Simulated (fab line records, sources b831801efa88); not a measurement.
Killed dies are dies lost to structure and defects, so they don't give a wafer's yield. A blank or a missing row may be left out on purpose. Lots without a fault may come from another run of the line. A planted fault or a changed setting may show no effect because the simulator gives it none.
Chamber matching | flow gf180mcu | GF_STI_CMP_25 on cmp-02: 4 sister chambers
The step polishes, stops on Si3N4, t overpolish 33 s, target thk 524.6 nm. 8 wafers are shown with their chamber, then 8 later ones without.

WAFERS WITH THEIR CHAMBER
wafer  | chamber | motor_current_A (A) | retaining_ring_pressure_frac
L973.6 | 3       | 9.9                 | 0.992
L974.5 | 2       | 11.8                | 1.004
L976.1 | 0       | 11.8                | 0.998
L976.6 | 2       | 12.5                | 0.998
L981.2 | 0       | 11.6                | 1.001
L981.3 | 3       | 10.0                | 0.987
L981.6 | 1       | 11.5                | 0.997
L984.1 | 1       | 11.0                | 1.003

WAFERS WITHOUT THEIR CHAMBER
wafer  | motor_current_A (A) | retaining_ring_pressure_frac
L984.3 | 12.2                | 1.000
L984.4 | 11.3                | 0.993
L985.1 | 11.5                | 0.994
L985.3 | 10.5                | 1.001
L985.4 | 12.1                | 0.998
L986.2 | 11.1                | 0.998
L986.4 | 12.3                | 1.003
L986.6 | 12.1                | 1.002

WHICH CHAMBER EACH WENT THROUGH
wafer  | from the rows above          | in truth
L984.3 | can't be placed: 2 or 0      | 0
L984.4 | can't be placed: 1 or 0 or 2 | 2
L985.1 | can't be placed: 0 or 1 or 2 | 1
L985.3 | can't be placed: 1 or 3 or 0 | 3
L985.4 | can't be placed: 2 or 0 or 1 | 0
L986.2 | can't be placed: 1 or 0      | 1
L986.4 | can't be placed: 2 or 0      | 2
L986.6 | can't be placed: 2 or 0      | 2
Placed correctly: 0 of 8. Can't be placed from these rows: 8 (the true chamber is among the candidates in 8). Placed wrongly: 0.
How it was worked out, from the rows above alone: a wafer's distance from a chamber is the root of the sum, over the readings, of the square of ((its reading less the chamber's mean) divided by the reading's scatter). The wafer belongs to the nearest chamber; if the next one is less than 2 further off, it can't be placed. A chamber's mean is the mean of its shown wafers. The scatter: the root of (the sum of the squares of (reading less its chamber's mean) over the shown wafers, divided by (wafers less chambers)).
